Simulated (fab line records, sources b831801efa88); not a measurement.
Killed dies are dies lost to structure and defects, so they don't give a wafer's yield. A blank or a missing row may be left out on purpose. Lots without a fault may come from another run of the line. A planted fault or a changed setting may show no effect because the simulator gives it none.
Which tool did it? | flow sky130 | 6 lots, 18 wafers sampled, at 2 steps of a route of 708

WHAT THE GAUGES READ, wafer by wafer
SKY_SD_P_CD_MEAS_07: target cd 380 nm.
lot  | measured     | on        | cd_nm (nm)
L356 | day 25 22:48 | cd_sem-02 | 377.0 378.7 376.3
L358 | day 26 06:57 | cd_sem-02 | 384.9 383.6 385.5
L361 | day 27 19:49 | cd_sem-02 | 379.9 379.5 377.8
L369 | day 30 05:55 | cd_sem-02 | 380.8 381.2 379.5
L375 | day 32 07:23 | cd_sem-02 | 381.6 384.0 382.5
L377 | day 32 21:08 | cd_sem-01 | 379.7 379.4 379.1

WHICH TOOL RAN EACH LOT (tool, then ch and the chambers of the sampled wafers, then the start)
lot  | SKY_SONOS_TUNNEL_CLEAN_13
L356 | wet_bench-01 ch 2, day 11 20:23
L358 | wet_bench-04 ch 1, day 12 05:56
L361 | wet_bench-03 ch 2, day 13 11:00
L369 | wet_bench-04 ch 3, day 15 20:13
L375 | wet_bench-04 ch 0, day 18 00:13
L377 | wet_bench-01 ch 2, day 18 14:52
- SKY_SONOS_TUNNEL_CLEAN_13: cleans in dHF, time 20 s.

THE ANSWER, worked out from the rows above alone
Rule: what is usual is taken from the lots themselves. Put in order of their means at a reading, lots are off if they are a third of the lots or fewer, leave a main group of 4 or more, and stand apart from it by a gap of 3 or more times the standard deviation of the main group's means; of several such gaps the widest counts. A main group whose means are all the same, to the digits that the tables above print for the reading, isn't used. A lot without any number at a reading at which 4 lots or more have one is off too. The other lots that the step has rows for count as sound.
No lot is off at any reading shown: from this, nothing can be told.

WHAT THE SIMULATOR HAD PUT IN
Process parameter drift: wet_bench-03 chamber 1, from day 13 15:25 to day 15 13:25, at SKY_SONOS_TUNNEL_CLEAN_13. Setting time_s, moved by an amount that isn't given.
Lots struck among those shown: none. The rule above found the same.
